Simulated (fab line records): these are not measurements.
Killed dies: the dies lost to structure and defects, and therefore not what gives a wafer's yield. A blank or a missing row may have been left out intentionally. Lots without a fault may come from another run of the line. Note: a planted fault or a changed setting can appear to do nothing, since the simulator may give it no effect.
A lot that was struck, set against a sound lot + flow gf180mcu + 21 steps out of a route of 602
Sound: these wafers, L292.1, L292.4, L292.5. Struck: wafers L296.1, L296.2, L296.5. The cause comes at the end.
Order at every step that has rows: each side's tool, ch and its chambers, its first start. Under that, the readings that differ: sound wafers + struck wafers + difference of the means + sigmas: that difference in standard deviations of wafers without a fault.
alike: same words and numbers on both sides, and readings whose means sit less than 2 such deviations apart. not compared: any withheld reading, any reading some wafer has no value for, any bound like >300 that may hide the same value, and any number with overlapping values for which the record gives no deviation.
Wherever a step has rows on one side only, a row that says differs or no value, or a row with sigmas, the two part there. Numbers that don't overlap but have no deviation are shown without sigmas and don't part them. A reading missing from all wafers of one side parts the sides only when that side holds two or more wafers.

first, 6 steps without rows for these wafers: GF_DNWELL_COAT_02 (resist thk 3000 nm); GF_DNWELL_SOFTBAKE_03; GF_DNWELL_EXPOSE_04 (exposes mask DNWELL, target cd 1700 nm); GF_DNWELL_PEB_05; GF_DNWELL_DEVELOP_06 (develop time 60 s); GF_DNWELL_IMPLANT_07.
GF_DNWELL_STRIP_08: strips in O2/N2.
  sound on plasma asher-02 ch 0,1, day 2 23:43; struck on plasma asher-01 ch 0,1, day 3 20:34
  alike: drypump motor current A, heater power w, oes product au, strip time to endpoint s
  not compared: rf hours counter h
GF_DNWELL_TW_MEAS_09:
  sound on film metro-01 at day 2 23:49; struck on film metro-01 at day 3 20:40
  alike: DNWELL_TW
then, 4 steps without rows for these wafers: GF_NWELL_DEHYDRATE_00 (time 60 s); GF_NWELL_HMDS_01 (prime time 60 s); GF_NWELL_COAT_02 (resist thk 3000 nm); GF_NWELL_SOFTBAKE_03.
GF_NWELL_EXPOSE_04: exposes mask Nwell, target cd 860 nm.
  sound on iline stepper-01 ch 0, day 3 05:55; struck on iline stepper-02 ch 0, day 4 03:34
| reading | sound                   | struck                     | difference | sigmas |
|---------|-------------------------|----------------------------|------------|--------|
| mask    | Nwell#0 Nwell#0 Nwell#0 | DNWELL#0 DNWELL#0 DNWELL#0 | differs    |        |
then, 2 steps without rows for these wafers: GF_NWELL_PEB_05; GF_NWELL_DEVELOP_06 (develop time 60 s).
GF_NWELL_OVL_MEAS_07:
  sound on overlay-02 at day 3 12:23; struck on overlay-02 at day 4 09:50
| reading        | sound        | struck | difference                    | sigmas |
|----------------|--------------|--------|-------------------------------|--------|
| NWELL_OVL (nm) | -0.2 0.1 0.2 | - - -  | no value on the struck wafers |        |
then, 2 steps without rows for these wafers: GF_NWELL_IMPLANT_08; GF_NWELL_IMPLANT_09.
GF_NWELL_STRIP_10: strips in O2/N2.
  sound on plasma asher-02 ch 0,1, day 3 12:43; struck on plasma asher-02 ch 0,1, day 4 10:10
  alike: drypump motor current A, heater power w, oes product au, strip time to endpoint s
  not compared: rf hours counter h
GF_NWELL_TW_MEAS_11:
  sound on film metro-03 at day 3 12:49; struck on film metro-03 at day 4 10:16
| reading  | sound          | struck   | difference | sigmas      |
|----------|----------------|----------|------------|-------------|
| NWELL_TW | 1577 1581 1578 | 30 30 30 | -1549      | -99 or more |
then, 1 step without rows for these wafers: GF_LVPWELL_DEHYDRATE_00 (time 60 s).

## WHERE THEY PART
Earliest at GF_NWELL_EXPOSE_04; latest, in this record, at GF_NWELL_TW_MEAS_11.

WHY: the cause the simulator had injected
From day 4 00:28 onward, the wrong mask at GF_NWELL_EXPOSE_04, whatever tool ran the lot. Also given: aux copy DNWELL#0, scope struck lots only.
